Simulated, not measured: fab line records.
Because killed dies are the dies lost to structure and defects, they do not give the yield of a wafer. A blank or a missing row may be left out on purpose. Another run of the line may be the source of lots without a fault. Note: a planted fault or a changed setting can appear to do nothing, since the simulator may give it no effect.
fab line records	flow sky130
record lots=9	wafers=27	last_day=50
route steps=708 shown VIA2@519 CAPM@539 PAD_OPEN@708
lots that met no fault: taken from a fault-free run of the same line
start_h: start of the lot's first displayed wafer, in hours after the record's first day	wait_h: hours since the lot's step before	" as in the row above	L1.1+2: one row covering several wafers at once	- no value, or no start given	* or withheld: withheld	< > ~ a bound
route shown NAME@n: NAME is a module with steps in the file, n the number in the route of the first one	usual: mean/standard deviation of fault-free wafers	same: alike in all rows	chamber/n: place in a boat	sites: per-site readings	_std_site: their standard deviation	_edge_site: outer sites' mean less inner sites'	radius_mm: for every site, how far away it sits from the centre of the wafer	mask NAME#n: copy n	behind: tool/chamber where the wafer was last shaped	hold: cause of the lot's hold/its duration in hours/its outcome	device: transistor that didn't switch, given as n, p or np	end of line: the route-end tests of the same wafers	for a step that has no rows: nothing shown but its recipe	killed: at the first sort, the dies lost to defects and structure; wafer yield is something else	map: the dies of a wafer, with x for killed, . for not killed, _ for no die there
set.NAME: the setting that was run; set.NAME@STEP: the one run at that earlier step	model.NAME: the simulator's own value behind a step, which no gauge read
steps of the route over a sample of lots; a table a step, a row a wafer
services: a tool's chamber out of use, with start hour (start_h, from the record's first day; less than 0 if before it), hours out, and reason
## steps
# step SKY_VIA2_CD_MEAS_12
# recipe target_cd_nm=200
# usual cd_nm=200.0/1.2
lot.wafer	tool	chamber	start_h	wait_h	cd_nm
L127.2	cd_sem-01	-	858.94	-	198.8
L127.4	"	-	"	"	200.8
L127.5	"	-	"	"	201.1
L130.2	cd_sem-01	-	870.43	-	199.0
L130.4	"	-	"	"	201.3
L130.6	"	-	"	"	200.0
L132.2	cd_sem-02	-	892.54	-	199.5
L132.3	"	-	"	"	197.6
L132.6	"	-	"	"	199.0
L134.2	cd_sem-02	-	903.92	-	198.4
L134.3	"	-	"	"	198.6
L134.4	"	-	"	"	198.5
L136.1	cd_sem-01	-	931.58	-	199.3
L136.3	"	-	"	"	200.0
L136.5	"	-	"	"	199.4
L140.2	cd_sem-01	-	958.87	-	201.5
L140.3	"	-	"	"	201.5
L140.5	"	-	"	"	199.0
L142.1	cd_sem-01	-	968.53	-	199.6
L142.2	"	-	"	"	200.0
L142.5	"	-	"	"	201.1
L143.2	cd_sem-01	-	971.54	-	199.6
L143.3	"	-	"	"	201.5
L143.6	"	-	"	"	201.5
L149.2	cd_sem-01	-	1008.02	-	199.6
L149.4	"	-	"	"	199.0
L149.6	"	-	"	"	200.1
# step SKY_VIA2_ETCH_15
# recipe target=SiO2	chemistry=C4F8/O2/Ar	target_depth_nm=546	stop_on=TiN	mask_material=KrF-thick	source_w=1500	bias_w=1200	pressure_mtorr=40	c4f8_flow_sccm=withheld	O2_flow_sccm=6	Ar_flow_sccm=300	time_s=84
# usual bias_w=1200/3.4	oes_product_au=0.940/0.0052	rf_fwd_power_W=1489/5.6
# same time_s=84
lot.wafer	tool	chamber	start_h	wait_h	bias_w	oes_product_au	rf_fwd_power_W	rf_hours_counter_h
L127.2	rie_diel-02	2	859.11	0.0	1203	0.940	1482	10
L127.4	"	1	"	"	1195	0.943	1491	-
L127.5	"	2	"	"	1200	0.943	1485	-
L130.2	rie_diel-03	0	870.61	0.0	1199	0.939	1484	9
L130.4	"	1	"	"	1205	0.940	1499	4
L130.6	"	1	"	"	1202	0.942	1498	-
L132.2	rie_diel-02	2	892.71	0.0	1199	0.928	1489	11
L132.3	"	0	"	"	1199	0.934	1483	5
L132.6	"	2	"	"	1198	0.941	1484	-
L134.2	rie_diel-02	3	904.10	0.0	1198	0.939	1495	7
L134.3	"	0	"	"	1198	0.938	1489	6
L134.4	"	3	"	"	1193	0.938	1489	-
L136.1	rie_diel-02	3	931.77	0.0	1198	0.937	1478	8
L136.3	"	2	"	"	1198	0.944	1489	12
L136.5	"	3	"	"	1203	0.935	1475	-
L140.2	rie_diel-01	2	959.05	0.0	1190	0.935	1491	27
L140.3	"	3	"	"	1200	0.934	1494	19
L140.5	"	2	"	"	1199	0.934	1493	-
L142.1	rie_diel-02	2	968.72	0.0	1204	0.937	1494	14
L142.2	"	3	"	"	1197	0.931	1484	9
L142.5	"	2	"	"	1197	0.939	1492	-
L143.2	rie_diel-03	2	971.72	0.0	1197	0.945	1490	19
L143.3	"	3	"	"	1198	0.936	1482	28
L143.6	"	0	"	"	1205	0.945	1487	-
L149.2	rie_diel-01	3	1008.20	0.0	1206	0.926	1493	20
L149.4	"	2	"	"	1200	0.943	1489	28
L149.6	"	1	"	"	1200	0.941	1488	-
# step SKY_VIA2_CMP_24
# recipe stop_on=SiO2	t_overpolish_s=20	down_force_psi=3.5	platen_rpm=60	target_thk_nm=0	pad_velocity_m_s=0.94248
# usual motor_current_A=10.8/1.1	overpolish_run_s=20.000/0.0087	time_to_endpoint_s=101/4.3
lot.wafer	tool	chamber	start_h	wait_h	motor_current_A	overpolish_run_s	time_to_endpoint_s
L127.2	cmp-01	3	860.19	0.1	12.9	19.997	103
L127.4	"	0	"	"	12.0	20.010	108
L127.5	"	3	"	"	12.7	19.994	106
L130.2	cmp-02	1	871.67	0.0	10.9	20.012	99
L130.4	"	2	"	"	11.4	20.003	93
L130.6	"	1	"	"	10.6	19.983	94
L132.2	cmp-01	0	893.74	0.0	11.5	19.991	100
L132.3	"	3	"	"	12.5	20.001	102
L132.6	"	0	"	"	12.2	19.992	102
L134.4	cmp-02	3	905.13	0.0	9.7	20.013	97
L134.3	"	1	"	"	10.0	20.000	98
L134.2	"	2	"	"	10.9	19.985	100
L136.1	cmp-01	1	932.86	0.1	9.9	20.003	96
L136.3	"	2	"	"	9.7	20.001	100
L136.5	"	0	"	"	11.8	19.995	101
L140.2	cmp-02	0	960.18	0.1	9.8	20.016	104
L140.3	"	1	"	"	10.0	19.997	102
L140.5	"	3	"	"	10.1	20.002	95
L142.1	cmp-02	0	969.89	0.1	10.1	19.993	105
L142.2	"	1	"	"	10.6	19.997	103
L142.5	"	2	"	"	11.3	20.007	103
L143.2	cmp-02	0	972.86	0.0	9.8	19.994	105
L143.3	"	3	"	"	10.2	20.007	101
L143.6	"	1	"	"	10.5	19.988	101
L149.4	cmp-01	0	1009.45	0.2	11.9	19.999	105
L149.2	"	1	"	"	9.9	19.989	97
L149.6	"	3	"	"	12.2	19.988	100
# step SKY_CAPM_SPUTTER_02
# recipe material=TiN	target_thk_nm=200	temp_c=300	power_w=6500	time_s=166.7	chamber_pressure_pa=0.4
# usual substrate_temp_c=300.00/0.19	susceptor_temp_C=299.98/0.18	throttle_valve_pct=29.5/0.98
lot.wafer	tool	chamber	start_h	wait_h	substrate_temp_c	susceptor_temp_C	throttle_valve_pct
L127.2	pvd_sputter-04	-	860.68	0.0	299.83	299.73	31.5
L127.4	"	-	"	"	300.08	299.94	29.9
L127.5	"	-	"	"	300.01	300.11	29.3
L130.2	pvd_sputter-01	-	872.21	0.0	299.88	300.05	30.2
L130.4	"	-	"	"	300.19	300.05	30.5
L130.6	"	-	"	"	300.29	300.13	30.4
L132.2	pvd_sputter-01	-	894.28	0.0	299.94	300.11	29.9
L132.3	"	-	"	"	300.08	299.63	30.5
L132.6	"	-	"	"	300.09	299.75	30.5
L134.2	pvd_sputter-02	-	905.66	0.0	300.26	299.68	28.5
L134.3	"	-	"	"	300.15	299.73	28.8
L134.4	"	-	"	"	299.90	299.87	28.4
L136.1	pvd_sputter-02	-	933.34	0.1	300.00	299.98	28.7
L136.3	"	-	"	"	300.30	300.07	28.5
L136.5	"	-	"	"	300.09	300.08	28.4
L140.2	pvd_sputter-04	-	960.61	0.0	300.31	299.57	29.9
L140.3	"	-	"	"	299.92	299.93	31.5
L140.5	"	-	"	"	300.02	299.81	31.4
L142.1	pvd_sputter-04	-	970.33	0.1	300.33	299.95	31.6
L142.2	"	-	"	"	300.26	299.71	30.3
L142.5	"	-	"	"	300.22	299.67	29.5
L143.2	pvd_sputter-02	-	973.40	0.0	300.01	300.12	28.7
L143.3	"	-	"	"	300.04	299.79	28.5
L143.6	"	-	"	"	299.97	-	28.7
L149.2	pvd_sputter-01	-	1009.94	0.0	299.80	299.77	29.9
L149.4	"	-	"	"	299.97	300.01	30.4
L149.6	"	-	"	"	300.24	299.95	30.2
# step SKY_CAPM_RS_MEAS_03
# recipe thk_meas_gauge=four-point-probe	reads=TiN_of_CAPM_SPUTTER_02
# usual CAPM_TIN_RS=6.91/0.071
lot.wafer	tool	chamber	start_h	wait_h	CAPM_TIN_RS[ohm/sq]
L127.2	film_metro-01	-	860.81	0.1	7.00
L127.4	"	-	"	"	6.86
L127.5	"	-	"	"	6.93
L130.2	film_metro-04	-	872.34	0.1	6.85
L130.4	"	-	"	"	6.82
L130.6	"	-	"	"	6.87
L132.2	film_metro-03	-	894.41	0.1	7.00
L132.3	"	-	"	"	6.90
L132.6	"	-	"	"	6.86
L134.2	film_metro-01	-	905.79	0.1	6.97
L134.3	"	-	"	"	6.93
L134.4	"	-	"	"	6.93
L136.1	film_metro-04	-	933.46	0.1	6.92
L136.3	"	-	"	"	6.93
L136.5	"	-	"	"	6.93
L140.2	film_metro-03	-	960.76	0.1	7.04
L140.3	"	-	"	"	6.98
L140.5	"	-	"	"	6.94
L142.1	film_metro-01	-	970.44	0.1	7.08
L142.2	"	-	"	"	7.08
L142.5	"	-	"	"	6.98
L143.2	film_metro-03	-	973.53	0.1	6.96
L143.3	"	-	"	"	6.91
L143.6	"	-	"	"	7.94
L149.2	film_metro-04	-	1010.07	0.1	6.93
L149.4	"	-	"	"	6.77
L149.6	"	-	"	"	6.76
# step SKY_CAPM_THK_MEAS_04
# recipe thk_meas_gauge=xrf	reads=TiN_of_CAPM_SPUTTER_02
# usual CAPM_TIN_THK=197.0/2
lot.wafer	tool	chamber	start_h	wait_h	CAPM_TIN_THK[nm]
L127.2	film_metro-01	-	860.92	0.1	194.5
L127.4	"	-	"	"	198.2
L127.5	"	-	"	"	196.6
L130.2	film_metro-04	-	872.45	0.1	197.9
L130.4	"	-	"	"	199.1
L130.6	"	-	"	"	197.8
L132.2	film_metro-03	-	894.52	0.1	193.5
L132.3	"	-	"	"	196.7
L132.6	"	-	"	"	197.5
L134.2	film_metro-01	-	905.90	0.1	195.2
L134.3	"	-	"	"	196.5
L134.4	"	-	"	"	197.0
L136.1	film_metro-04	-	933.58	0.1	196.5
L136.3	"	-	"	"	195.1
L136.5	"	-	"	"	196.4
L140.2	film_metro-03	-	960.87	0.1	193.8
L140.3	"	-	"	"	194.9
L140.5	"	-	"	"	196.8
L142.1	film_metro-01	-	970.56	0.1	193.1
L142.2	"	-	"	"	192.7
L142.5	"	-	"	"	197.0
L143.2	film_metro-03	-	973.64	0.1	195.3
L143.3	"	-	"	"	196.5
L143.6	"	-	"	"	171.9
L149.2	film_metro-04	-	1010.18	0.1	196.6
L149.4	"	-	"	"	200.5
L149.6	"	-	"	"	200.3
# step SKY_CAPM_METAL_ETCH_13
# recipe target_depth_nm=220	stop_on=SiO2	chemistry=Cl2/BCl3	target=TiN	pressure_mtorr=10	icp_w=900	bias_w=48.5	Cl2_flow_sccm=60	bcl3_flow_sccm=30	time_s=62.9
# usual bias_w=48.51/0.13	drypump_motor_current_A=6.0/0.61	oes_product_au=0.942/0.0068	rf_fwd_power_W=893/3.8	throttle_valve_pct=21.901/0.01
# same time_s=62.9
lot.wafer	tool	chamber	start_h	wait_h	bias_w	drypump_motor_current_A	oes_product_au	rf_fwd_power_W	rf_hours_counter_h	throttle_valve_pct
L127.2	rie_metal-02	0	886.40	0.0	48.51	6.0	0.934	882	-	21.914
L127.4	"	0	"	"	48.59	6.0	0.949	886	-	21.906
L127.5	"	0	"	"	48.45	6.0	0.945	887	-	21.916
L130.2	rie_metal-02	1	898.71	0.0	48.42	6.3	0.941	895	0	21.888
L130.4	"	1	"	"	48.54	6.3	0.952	898	-	21.889
L130.6	"	1	"	"	48.53	6.3	0.943	895	-	21.904
L132.2	rie_metal-01	0	919.19	0.0	48.46	4.9	0.939	898	12	21.909
L132.3	"	0	"	"	48.48	4.9	0.936	902	-	21.907
L132.6	"	1	"	"	48.43	5.7	0.939	899	-	21.887
L134.2	rie_metal-02	1	929.67	0.0	48.56	6.3	0.939	895	-	21.902
L134.3	"	1	"	"	48.56	6.3	0.938	895	-	21.903
L134.4	"	1	"	"	48.56	6.4	0.934	893	-	21.887
L136.1	rie_metal-04	0	957.66	0.0	48.65	6.1	0.936	888	3	21.906
L136.3	"	0	"	"	48.46	6.1	0.946	892	-	21.903
L136.5	"	0	"	"	48.63	6.1	0.934	889	-	21.909
L140.2	rie_metal-01	1	984.16	0.0	48.62	5.8	0.929	896	13	21.904
L140.3	"	0	"	"	48.45	4.9	0.936	888	-	21.895
L140.5	"	0	"	"	48.63	4.9	0.944	895	-	21.910
L142.1	rie_metal-02	1	993.56	0.0	48.56	6.3	0.930	893	6	21.909
L142.2	"	0	"	"	48.56	6.0	0.931	888	3	21.908
L142.5	"	1	"	"	48.41	6.3	0.935	894	-	21.913
L143.2	rie_metal-01	1	996.18	0.0	48.46	5.7	0.943	892	14	21.913
L143.3	"	1	"	"	48.47	5.8	0.944	891	-	21.888
L143.6	"	0	"	"	48.53	4.9	0.870	890	-	21.955
L149.2	rie_metal-01	0	1031.78	0.0	48.38	4.9	0.937	892	18	21.910
L149.4	"	1	"	"	48.62	5.8	0.948	896	-	21.895
L149.6	"	1	"	"	48.70	5.8	0.955	895	-	21.890
# step SKY_PAD_OPEN_PROBE_99
# usual defect_limited_yield=82.3/1.9	killed_at_M0_to_M3=44/6.9	killed_at_M4_up=3.3/2.1	killed_at_contacts=24/4.8	killed_at_front_end=15/4.4	killed_at_other=0.2/0.48	killed_dies=87/9.5	killed_open=48/6.5	killed_short=39/6.3	sort_bin_3_pad_short=0.9/0.48	sort_bin_5_function=10.5/1.5	sort_bin_6_memory=6.3/1.1	sort_n_pass=405/9.5	sort_yield_pct=82.3/1.9
# same gross_dies=492	killed_at_back_side=0	sort_bin_4_leakage[%]=0	sort_bin_8_speed[%]=0
lot.wafer	tool	chamber	start_h	wait_h	defect_limited_yield[%]	killed_at_M0_to_M3	killed_at_M4_up	killed_at_contacts	killed_at_front_end	killed_at_other	killed_dies	killed_open	killed_short	sort_bin_3_pad_short[%]	sort_bin_5_function[%]	sort_bin_6_memory[%]	sort_n_pass	sort_yield_pct[%]
L127.2	prober-02	-	1086.08	0.1	83.5	48	4	21	8	0	81	46	35	0.8	9.3	6.3	411	83.5
L127.4	prober-02	-	1086.18	0.2	83.5	44	3	23	11	0	81	44	37	1.2	9.3	5.9	411	83.5
L127.5	prober-02	-	1086.23	0.2	82.7	42	2	26	15	0	85	53	32	0.8	11.0	5.5	407	82.7
L130.2	prober-02	-	1092.85	0.1	80.7	53	7	21	14	0	95	54	41	1.2	12.0	6.1	397	80.7
L130.4	prober-02	-	1092.95	0.2	80.5	51	3	25	16	1	96	50	46	0.4	12.2	6.9	396	80.5
L130.6	prober-02	-	1093.05	0.2	83.5	33	3	34	11	0	81	43	38	0.2	10.8	5.5	411	83.5
L132.2	prober-02	-	1111.25	0.1	80.1	44	4	25	24	1	98	52	45	1.8	12.6	5.5	394	80.1
L132.3	prober-02	-	1111.30	0.2	81.9	48	3	24	14	0	89	52	37	1.0	10.2	6.9	403	81.9
L132.6	prober-02	-	1111.45	0.2	78.9	47	2	35	18	2	104	55	47	1.0	13.8	6.3	388	78.9
L134.2	prober-02	-	1119.26	0.1	81.5	46	5	29	11	0	91	47	42	1.6	10.8	6.1	401	81.5
L134.3	prober-02	-	1119.31	0.2	83.5	48	2	20	11	0	81	40	40	1.2	9.6	5.7	411	83.5
L134.4	prober-02	-	1119.36	0.2	83.9	39	6	20	14	0	79	40	37	0.6	10.8	4.7	413	83.9
L136.1	prober-02	-	1141.04	0.1	81.9	36	3	33	16	1	89	42	47	1.0	8.1	8.9	403	81.9
L136.3	prober-02	-	1141.14	0.2	81.5	47	2	22	20	0	91	50	41	0.8	10.8	6.9	401	81.5
L136.5	prober-02	-	1141.24	0.2	81.5	50	1	21	19	0	91	51	39	1.0	10.4	7.1	401	81.5
L140.2	prober-02	-	1161.21	0.1	80.5	51	5	29	11	0	96	53	43	1.2	10.4	7.9	396	80.5
L140.3	prober-02	-	1161.26	0.2	80.7	50	0	28	17	0	95	49	46	0.8	12.4	6.1	397	80.7
L140.5	prober-02	-	1161.36	0.2	82.9	45	5	17	16	1	84	45	39	0.8	9.8	6.5	408	82.9
L142.1	prober-02	-	1168.12	0.1	83.5	45	4	23	9	0	81	41	39	1.2	9.6	5.7	411	83.5
L142.2	prober-02	-	1168.17	0.1	81.3	55	1	19	16	1	92	42	50	1.4	11.6	5.7	400	81.3
L142.5	prober-02	-	1168.32	0.2	83.1	43	5	24	11	0	83	49	33	0.6	10.2	6.1	409	83.1
L143.2	prober-01	-	1170.35	0.1	78.7	51	3	26	25	0	105	60	44	0.4	14.0	6.9	387	78.7
L143.3	prober-01	-	1170.40	0.2	79.7	47	4	28	21	0	100	59	36	0.2	12.2	7.9	392	79.7
L143.6	prober-01	-	1170.55	0.2	85.2	28	2	21	22	0	73	40	33	1.2	10.2	3.5	419	85.2
L149.2	prober-01	-	1196.79	0.1	86.2	34	2	14	18	0	68	34	34	1.0	8.1	4.7	424	86.2
L149.4	prober-01	-	1196.89	0.2	85.6	34	3	22	12	0	71	45	26	0	7.9	6.5	421	85.6
L149.6	prober-01	-	1196.99	0.2	84.6	40	2	17	17	0	76	38	38	1.2	9.3	4.9	416	84.6
# killed by level:class
L127.2 VIA1:geometric_particle:open=17 METAL1:geometric_particle:short=9 CONTACT:geometric_particle:open=7 VIA1:geometric_particle:short=6 VIA2:geometric_particle:open=6 FIELD_ISO:geometric_particle:open=4 LI_CONTACT:geometric_particle:open=4 CONTACT:geometric_particle:short=4
L127.4 VIA1:geometric_particle:open=13 CONTACT:geometric_particle:open=12 VIA1:geometric_particle:short=7 METAL2:geometric_particle:short=5 VIA3:geometric_particle:open=5 LI_CONTACT:geometric_particle:open=4 VIA2:geometric_particle:open=4 METAL3:geometric_particle:short=4
L127.5 CONTACT:geometric_particle:open=12 VIA1:geometric_particle:open=11 LI_CONTACT:geometric_particle:open=7 VIA3:geometric_particle:open=7 VIA2:geometric_particle:open=6 POLY_GATE:geometric_particle:open=4 LI_CONTACT:geometric_particle:short=4 METAL2:geometric_particle:short=4
L130.2 VIA1:geometric_particle:open=16 METAL2:geometric_particle:short=9 CONTACT:geometric_particle:open=8 POLY_GATE:geometric_particle:short=6 VIA2:geometric_particle:open=6 VIA3:geometric_particle:open=6 LI_CONTACT:geometric_particle:open=5 VIA1:geometric_particle:short=5
L130.4 METAL1:geometric_particle:short=10 VIA1:geometric_particle:open=10 CONTACT:geometric_particle:open=9 VIA2:geometric_particle:open=9 VIA3:geometric_particle:open=7 CONTACT:geometric_particle:short=6 FIELD_ISO:geometric_particle:open=5 METAL2:geometric_particle:short=4
L130.6 CONTACT:geometric_particle:open=11 LI_CONTACT:geometric_particle:open=9 VIA1:geometric_particle:open=9 CONTACT:geometric_particle:short=8 VIA3:geometric_particle:open=8 METAL2:geometric_particle:short=5 POLY_GATE:geometric_particle:open=4 LI_CONTACT:geometric_particle:short=4
L132.2 LOCAL_INTERCONNECT:geometric_particle:short=9 VIA2:geometric_particle:open=8 CONTACT:geometric_particle:open=8 VIA1:geometric_particle:open=8 FIELD_ISO:geometric_particle:open=7 POLY_GATE:geometric_particle:open=7 VIA3:geometric_particle:open=7 VIA1:geometric_particle:short=6
L132.3 CONTACT:geometric_particle:open=11 VIA3:geometric_particle:open=11 VIA1:geometric_particle:open=11 METAL1:geometric_particle:short=8 POLY_GATE:geometric_particle:open=7 METAL2:geometric_particle:short=7 LI_CONTACT:geometric_particle:open=4 CONTACT:geometric_particle:short=4
L132.6 LI_CONTACT:geometric_particle:open=11 VIA1:geometric_particle:open=9 LOCAL_INTERCONNECT:geometric_particle:short=8 METAL2:geometric_particle:short=8 VIA2:geometric_particle:open=7 CONTACT:geometric_particle:open=6 VIA3:geometric_particle:open=6 CONTACT:geometric_particle:short=5
L134.2 CONTACT:geometric_particle:open=11 VIA3:geometric_particle:open=10 METAL1:geometric_particle:short=9 VIA1:geometric_particle:open=9 METAL2:geometric_particle:short=6 LI_CONTACT:geometric_particle:open=5 LOCAL_INTERCONNECT:geometric_particle:short=5 CONTACT:geometric_particle:short=5
L134.3 VIA3:geometric_particle:open=9 METAL2:geometric_particle:short=9 VIA1:geometric_particle:open=8 CONTACT:geometric_particle:short=8 CONTACT:geometric_particle:open=6 FIELD_ISO:geometric_particle:open=4 LI_CONTACT:geometric_particle:open=4 VIA1:geometric_particle:short=4
L134.4 CONTACT:geometric_particle:open=8 METAL1:geometric_particle:short=8 LI_CONTACT:geometric_particle:open=7 VIA2:geometric_particle:open=6 VIA1:geometric_particle:open=5 METAL4:geometric_particle:short=5 FIELD_ISO:geometric_particle:short=4 POLY_GATE:geometric_particle:open=4
L136.1 CONTACT:geometric_particle:open=14 LOCAL_INTERCONNECT:geometric_particle:short=7 VIA1:geometric_particle:short=7 VIA2:geometric_particle:open=6 METAL1:geometric_particle:short=6 LI_CONTACT:geometric_particle:open=5 CONTACT:geometric_particle:short=5 FIELD_ISO:geometric_particle:open=4
L136.3 VIA3:geometric_particle:open=9 VIA1:geometric_particle:open=9 VIA1:geometric_particle:short=8 LOCAL_INTERCONNECT:geometric_particle:short=7 CONTACT:geometric_particle:open=7 POLY_GATE:geometric_particle:open=6 FIELD_ISO:geometric_particle:short=5 FIELD_ISO:geometric_particle:open=4
L136.5 VIA1:geometric_particle:open=13 VIA2:geometric_particle:open=8 FIELD_ISO:geometric_particle:open=6 LI_CONTACT:geometric_particle:open=6 VIA2:geometric_particle:short=6 VIA3:geometric_particle:open=6 FIELD_ISO:geometric_particle:short=5 METAL1:geometric_particle:short=5
L140.2 VIA1:geometric_particle:open=15 LI_CONTACT:geometric_particle:open=12 CONTACT:geometric_particle:open=8 METAL1:geometric_particle:short=8 CONTACT:geometric_particle:short=6 FIELD_ISO:geometric_particle:short=5 VIA2:geometric_particle:open=5 VIA1:geometric_particle:short=5
L140.3 CONTACT:geometric_particle:open=10 VIA1:geometric_particle:open=9 VIA2:geometric_particle:open=8 LOCAL_INTERCONNECT:geometric_particle:short=7 METAL1:geometric_particle:short=7 METAL2:geometric_particle:short=6 VIA1:geometric_particle:short=6 VIA3:geometric_particle:open=6
L140.5 LI_CONTACT:geometric_particle:open=8 VIA1:geometric_particle:open=8 VIA1:geometric_particle:short=7 METAL2:geometric_particle:short=7 VIA2:geometric_particle:open=6 VIA3:geometric_particle:open=6 CONTACT:geometric_particle:open=5 VIA2:geometric_particle:short=5
L142.1 CONTACT:geometric_particle:open=9 VIA3:geometric_particle:open=8 VIA1:geometric_particle:open=8 FIELD_ISO:geometric_particle:short=5 LI_CONTACT:geometric_particle:open=5 METAL1:geometric_particle:short=5 METAL3:geometric_particle:short=5 METAL4:geometric_particle:short=4
L142.2 VIA1:geometric_particle:short=12 METAL1:geometric_particle:short=10 VIA2:geometric_particle:open=8 VIA3:geometric_particle:open=8 POLY_GATE:geometric_particle:short=6 CONTACT:geometric_particle:short=6 FIELD_ISO:geometric_particle:open=5 LI_CONTACT:geometric_particle:open=5
L142.5 CONTACT:geometric_particle:open=8 METAL1:geometric_particle:short=8 LI_CONTACT:geometric_particle:open=7 VIA2:geometric_particle:open=7 VIA3:geometric_particle:open=7 VIA1:geometric_particle:open=6 CONTACT:geometric_particle:short=4 METAL2:geometric_particle:short=4
L143.2 VIA2:geometric_particle:open=14 VIA1:geometric_particle:open=11 LI_CONTACT:geometric_particle:open=9 METAL1:geometric_particle:short=7 FIELD_ISO:geometric_particle:open=6 POLY_GATE:geometric_particle:open=6 VIA2:geometric_particle:short=6 LOCAL_INTERCONNECT:geometric_particle:short=6
L143.3 VIA1:geometric_particle:short=9 LI_CONTACT:geometric_particle:open=9 VIA3:geometric_particle:open=9 VIA1:geometric_particle:open=8 CONTACT:geometric_particle:open=8 FIELD_ISO:geometric_particle:open=7 VIA2:geometric_particle:open=6 POLY_GATE:geometric_particle:open=6
L143.6 CONTACT:geometric_particle:open=9 VIA2:geometric_particle:open=7 POLY_GATE:geometric_particle:short=6 VIA1:geometric_particle:open=6 FIELD_ISO:geometric_particle:short=5 CONTACT:geometric_particle:short=5 METAL1:geometric_particle:short=5 FIELD_ISO:geometric_particle:open=4
L149.2 VIA1:geometric_particle:open=10 CONTACT:geometric_particle:open=7 METAL2:geometric_particle:short=6 VIA3:geometric_particle:open=5 POLY_GATE:geometric_particle:short=4 POLY_GATE:geometric_particle:open=4 CONTACT:geometric_particle:short=4 VIA1:geometric_particle:short=4
L149.4 CONTACT:geometric_particle:open=12 VIA1:geometric_particle:open=11 VIA2:geometric_particle:open=6 VIA1:geometric_particle:short=4 FIELD_ISO:geometric_particle:open=3 CONTACT:geometric_particle:short=3 POLY_GATE:geometric_particle:open=3 SPACER:geometric_particle:open=3
L149.6 VIA1:geometric_particle:open=14 CONTACT:geometric_particle:open=7 VIA1:geometric_particle:short=5 FIELD_ISO:geometric_particle:short=4 POLY_GATE:geometric_particle:open=4 CONTACT:geometric_particle:short=4 METAL2:geometric_particle:short=4 VIA2:geometric_particle:open=4
## services
tool	chamber	start_h	hours	kind
cmp-01	-	844.22	3.2	pm
rie_diel-02	0	850.64	8.4	repair
rie_diel-02	2	850.67	4.4	repair
rie_metal-01	-	852.71	0.6	repair
cmp-02	-	857.00	0.8	repair
rie_diel-02	1	869.04	123.3	repair
rie_diel-01	0	875.66	63.3	repair
rie_metal-01	1	891.75	7.3	repair
rie_diel-01	-	898.31	15.6	pm
cmp-02	-	912.00	4.0	pm
pvd_sputter-02	-	913.45	2.1	repair
pvd_sputter-01	-	917.61	70.1	repair
rie_diel-01	2	926.76	5.8	repair
rie_diel-01	1	927.84	7.1	repair
pvd_sputter-04	-	931.62	4.3	repair
pvd_sputter-02	-	960.08	1.2	repair
rie_diel-02	0	970.01	13.3	repair
pvd_sputter-02	-	974.01	4.9	repair
rie_diel-03	3	986.10	3.6	repair
cmp-02	-	991.63	1.6	repair
cmp-02	-	995.96	5.6	repair
pvd_sputter-01	-	1005.04	1.1	repair
cmp-02	-	1005.46	4.9	pm
cmp-02	-	1026.25	1.8	repair
## key
first_sign step=SKY_CAPM_RS_MEAS_03	reading=CAPM_TIN_RS	direction=up	sigmas=14	usual=6.91	struck=7.94
effect step=SKY_CAPM_THK_MEAS_04	reading=CAPM_TIN_THK	direction=down	sigmas=12	usual=197.0	struck=171.9
effect step=SKY_CAPM_METAL_ETCH_13	reading=oes_product_au	direction=down	sigmas=11	usual=0.942	struck=0.870
met_at SKY_CAPM_SPUTTER_02
struck_lots L143
struck_wafers L143.6
not_acting_at SKY_VIA2_CD_MEAS_12,SKY_VIA2_ETCH_15,SKY_VIA2_CMP_24
onset_between 933.34 973.40
fault kind=process_parameter_drift	tool=pvd_sputter-02	chamber=-	onset_h=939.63	steps=SKY_CAPM_SPUTTER_02	channel=time_s	offset=*	shape=step	end_h=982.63	scope=struck_wafers_only	acts_in=*	stated=*
